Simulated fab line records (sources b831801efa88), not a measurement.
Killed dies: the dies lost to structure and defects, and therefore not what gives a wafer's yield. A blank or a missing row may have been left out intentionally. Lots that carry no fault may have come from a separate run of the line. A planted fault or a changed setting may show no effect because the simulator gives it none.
Which tool was responsible? :: flow gf180mcu :: Sampling: 13 lots, 39 wafers, 3 of 602 route steps

WHAT THE GAUGES SHOWED, per wafer
GF_V5_CD_MEAS_14 targets a cd of 260 nm. Usual: cd-nm at 259.9 nm, with a standard deviation of 1.2.
lot: L841
measured: day 27 08:49
on: cd-sem-01
cd-nm (nm): 259.2 259.5 260.3
flag: 

lot: L843
measured: day 27 20:01
on: cd-sem-01
cd-nm (nm): 258.3 257.4 258.0
flag: 

lot: L844
measured: day 28 02:17
on: cd-sem-02
cd-nm (nm): 259.8 258.8 258.9
flag: 

lot: L845
measured: day 28 13:37
on: cd-sem-02
cd-nm (nm): 259.9 261.4 260.0
flag: 

lot: L846
measured: day 28 18:55
on: cd-sem-01
cd-nm (nm): 263.0 262.1 262.2
flag: 

lot: L847
measured: day 28 23:56
on: cd-sem-02
cd-nm (nm): 260.0 260.0 260.0
flag: 

lot: L848
measured: day 29 11:29
on: cd-sem-01
cd-nm (nm): 257.8 258.3 258.7
flag: 

lot: L852
measured: day 30 16:49
on: cd-sem-01
cd-nm (nm): 258.6 258.5 259.2
flag: 

lot: L853
measured: day 30 23:44
on: cd-sem-01
cd-nm (nm): 259.4 259.9 259.4
flag: 

lot: L856
measured: day 31 17:34
on: cd-sem-02
cd-nm (nm): 259.3 257.8 259.5
flag: 

lot: L857
measured: day 31 22:40
on: cd-sem-02
cd-nm (nm): 262.4 263.1 261.3
flag: 

lot: L862
measured: day 33 05:13
on: cd-sem-01
cd-nm (nm): 259.7 259.7 259.4
flag: 

lot: L864
measured: day 33 19:22
on: cd-sem-02
cd-nm (nm): 260.3 259.4 260.5
flag: 

GF_V5_OVL_MEAS_15. Usual: V5_OVL -4 nm, standard deviation 6.4.
lot: L841
measured: day 27 08:56
on: overlay-01
V5_OVL (nm): -8 -7 -12
flag: 

lot: L843
measured: day 27 20:07
on: overlay-02
V5_OVL (nm): 5 -4 -3
flag: 

lot: L844
measured: day 28 02:22
on: overlay-02
V5_OVL (nm): -8 -1 -3
flag: 

lot: L845
measured: day 28 13:44
on: overlay-01
V5_OVL (nm): -12 0 -4
flag: 

lot: L846
measured: day 28 19:01
on: overlay-02
V5_OVL (nm): 0 10 -3
flag: 

lot: L847
measured: day 29 00:03
on: overlay-02
V5_OVL (nm): -17 -11 -17
flag: 

lot: L848
measured: day 29 11:36
on: overlay-02
V5_OVL (nm): 3 3 -2
flag: 

lot: L852
measured: day 30 16:56
on: overlay-01
V5_OVL (nm): 6 1 -1
flag: 

lot: L853
measured: day 30 23:52
on: overlay-01
V5_OVL (nm): -9 -4 -9
flag: 

lot: L856
measured: day 31 17:41
on: overlay-02
V5_OVL (nm): -8 -1 2
flag: 

lot: L857
measured: day 31 22:47
on: overlay-02
V5_OVL (nm): -4 -4 -6
flag: 

lot: L862
measured: day 33 05:18
on: overlay-01
V5_OVL (nm): 4 0 -9
flag: 

lot: L864
measured: day 33 19:29
on: overlay-02
V5_OVL (nm): -11 -10 -12
flag: 

EACH LOT AND THE TOOL THAT RAN IT (in order: tool; ch and the chambers of the sampled wafers; start)
lot: L841
GF_DUAL_GATE_STRIP_13: plasma-asher-02 ch 1, day 8 11:42

lot: L843
GF_DUAL_GATE_STRIP_13: plasma-asher-03 ch 0, day 8 19:46

lot: L844
GF_DUAL_GATE_STRIP_13: plasma-asher-02 ch 0,1, day 9 04:30

lot: L845
GF_DUAL_GATE_STRIP_13: plasma-asher-03 ch 0,1, day 9 14:12

lot: L846
GF_DUAL_GATE_STRIP_13: plasma-asher-03 ch 0,1, day 9 16:59

lot: L847
GF_DUAL_GATE_STRIP_13: plasma-asher-04 ch 0,1, day 10 01:20

lot: L848
GF_DUAL_GATE_STRIP_13: plasma-asher-03 ch 0,1, day 10 08:53

lot: L852
GF_DUAL_GATE_STRIP_13: plasma-asher-03 ch 0,1, day 11 15:00

lot: L853
GF_DUAL_GATE_STRIP_13: plasma-asher-03 ch 0,1, day 11 21:55

lot: L856
GF_DUAL_GATE_STRIP_13: plasma-asher-03 ch 0,1, day 12 15:30

lot: L857
GF_DUAL_GATE_STRIP_13: plasma-asher-03 ch 0,1, day 12 20:17

lot: L862
GF_DUAL_GATE_STRIP_13: plasma-asher-02 ch 0,1, day 14 17:16

lot: L864
GF_DUAL_GATE_STRIP_13: plasma-asher-03 ch 0,1, day 15 10:21
- GF_DUAL_GATE_STRIP_13: strips in O2/N2.

WHAT THE TOOLS THEMSELVES READ (means of the sampled wafers that have a number; where no wafer has one, the mark that the record gives instead)
GF_DUAL_GATE_STRIP_13. Usual: drypump-motor-current-A 5.7 A, standard deviation 0.42; heater-power-w 316 W, standard deviation 33; oes-product-au 0.716 a.u., standard deviation 0.0045; platen-temp-c 249.97 C, standard deviation 0.19; strip-time-to-endpoint-s 12.64 s, standard deviation 0.035.
lot: L841
tool: plasma-asher-02
drypump-motor-current-A (A): 5.0
heater-power-w (W): 372
oes-product-au (a.u.): 0.722
platen-temp-c (C): 250.28
strip-time-to-endpoint-s (s): 12.68
flag: 

lot: L843
tool: plasma-asher-03
drypump-motor-current-A (A): 6.1
heater-power-w (W): 267
oes-product-au (a.u.): 0.711
platen-temp-c (C): 249.89
strip-time-to-endpoint-s (s): 12.68
flag: 

lot: L844
tool: plasma-asher-02
drypump-motor-current-A (A): 5.1
heater-power-w (W): 352
oes-product-au (a.u.): 0.714
platen-temp-c (C): 249.92
strip-time-to-endpoint-s (s): 12.64
flag: 

lot: L845
tool: plasma-asher-03
drypump-motor-current-A (A): 6.0
heater-power-w (W): 287
oes-product-au (a.u.): 0.716
platen-temp-c (C): 250.02
strip-time-to-endpoint-s (s): 12.63
flag: 

lot: L846
tool: plasma-asher-03
drypump-motor-current-A (A): 6.0
heater-power-w (W): 287
oes-product-au (a.u.): 0.717
platen-temp-c (C): 249.82
strip-time-to-endpoint-s (s): 12.63
flag: 

lot: L847
tool: plasma-asher-04
drypump-motor-current-A (A): 6.0
heater-power-w (W): 323
oes-product-au (a.u.): 0.717
platen-temp-c (C): 250.02
strip-time-to-endpoint-s (s): 12.64
flag: 

lot: L848
tool: plasma-asher-03
drypump-motor-current-A (A): 5.9
heater-power-w (W): 306
oes-product-au (a.u.): 0.712
platen-temp-c (C): 250.02
strip-time-to-endpoint-s (s): 12.67
flag: 

lot: L852
tool: plasma-asher-03
drypump-motor-current-A (A): 5.9
heater-power-w (W): 306
oes-product-au (a.u.): 0.713
platen-temp-c (C): 250.08
strip-time-to-endpoint-s (s): 12.63
flag: 

lot: L853
tool: plasma-asher-03
drypump-motor-current-A (A): 5.9
heater-power-w (W): 313
oes-product-au (a.u.): 0.712
platen-temp-c (C): 250.14
strip-time-to-endpoint-s (s): 12.68
flag: 

lot: L856
tool: plasma-asher-03
drypump-motor-current-A (A): 5.9
heater-power-w (W): 306
oes-product-au (a.u.): 0.715
platen-temp-c (C): 249.95
strip-time-to-endpoint-s (s): 12.61
flag: 

lot: L857
tool: plasma-asher-03
drypump-motor-current-A (A): 5.8
heater-power-w (W): 308
oes-product-au (a.u.): 0.714
platen-temp-c (C): 250.04
strip-time-to-endpoint-s (s): 12.62
flag: 

lot: L862
tool: plasma-asher-02
drypump-motor-current-A (A): 5.2
heater-power-w (W): 338
oes-product-au (a.u.): 0.716
platen-temp-c (C): 249.95
strip-time-to-endpoint-s (s): 12.56
flag: 

lot: L864
tool: plasma-asher-03
drypump-motor-current-A (A): 5.9
heater-power-w (W): 305
oes-product-au (a.u.): 0.718
platen-temp-c (C): 249.90
strip-time-to-endpoint-s (s): 12.64
flag: 

THE ANSWER, worked out from the rows above alone
Rule: lot off if the mean of its wafers having a number is beyond 3 standard deviations from the usual mean. A lot without any number at a reading at which 4 lots or more have one is off too. Where the step has rows for the other lots, those lots are counted as sound. After the gauges, taken in route order, come the tools' own readings; for these a lot's mean is taken, as printed above. The first step at which some lot is off is used, and at that step the reading that is off furthest; a lot without a number counts as furthest.
Across all readings shown, no lot is off: no conclusion can be drawn from this.

WHAT THE SIMULATOR HAD PUT IN
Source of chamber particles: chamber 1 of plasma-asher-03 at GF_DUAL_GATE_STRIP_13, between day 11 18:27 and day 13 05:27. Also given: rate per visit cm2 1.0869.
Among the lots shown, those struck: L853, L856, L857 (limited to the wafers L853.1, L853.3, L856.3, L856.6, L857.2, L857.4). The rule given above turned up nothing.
